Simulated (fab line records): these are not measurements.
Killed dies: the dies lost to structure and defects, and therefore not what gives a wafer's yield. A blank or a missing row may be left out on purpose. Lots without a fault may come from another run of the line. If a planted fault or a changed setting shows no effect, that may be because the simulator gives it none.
Which tool did it? | flow gf180mcu | Sampling: 6 lots, 18 wafers, 2 of 602 route steps

== WHAT EACH GAUGE READ, for each wafer ==
GF_M5_CD_MEAS_07: target cd 280 nm.
lot  | measured     | on        | cd nm (nm)
L769 | day 27 02:49 | cd sem-02 | 279.4 278.8 280.2
L773 | day 28 07:19 | cd sem-02 | 280.0 280.2 278.7
L783 | day 30 17:25 | cd sem-02 | 280.1 280.4 278.9
L787 | day 31 17:01 | cd sem-01 | 280.9 280.7 281.2
L789 | day 32 08:37 | cd sem-01 | 283.1 283.2 282.2
L791 | day 32 15:32 | cd sem-02 | 280.9 281.4 282.4

== WHAT TOOL EACH LOT RAN ON (gives the tool, then ch and the chambers of the sampled wafers, and finally the start) ==
lot  | GF_STI_ETCH_14
L769 | rie si-01 ch 0,3, day 2 06:47
L773 | rie si-02 ch 0,2,3, day 3 02:31
L783 | rie si-01 ch 0,2,3, day 5 06:55
L787 | rie si-02 ch 0,2,3, day 6 03:26
L789 | rie si-01 ch 0,1,3, day 6 14:19
L791 | rie si-02 ch 0,1, day 6 23:19
- GF_STI_ETCH_14: etches Si in HBr/Cl2/O2, target depth 360 nm, time 102.9 s.

== THE ANSWER, worked out from the rows above alone ==
Rule: the usual values come from the lots themselves. Put in order of their means at a reading, lots are off if they are a third of the lots or fewer, leave a main group of 4 or more, and stand apart from it by a gap of 3 or more times the standard deviation of the main group's means; of several such gaps the widest counts. If all means in a main group match to the digits the tables above print for the reading, that group is not used. A lot without any number at a reading at which 4 lots or more have one is off too. Where the step has rows for the other lots, those lots are counted as sound.
No lot is off on any of the readings shown, so nothing can be concluded from this.

== WHAT HAD BEEN PUT IN BY THE SIMULATOR ==
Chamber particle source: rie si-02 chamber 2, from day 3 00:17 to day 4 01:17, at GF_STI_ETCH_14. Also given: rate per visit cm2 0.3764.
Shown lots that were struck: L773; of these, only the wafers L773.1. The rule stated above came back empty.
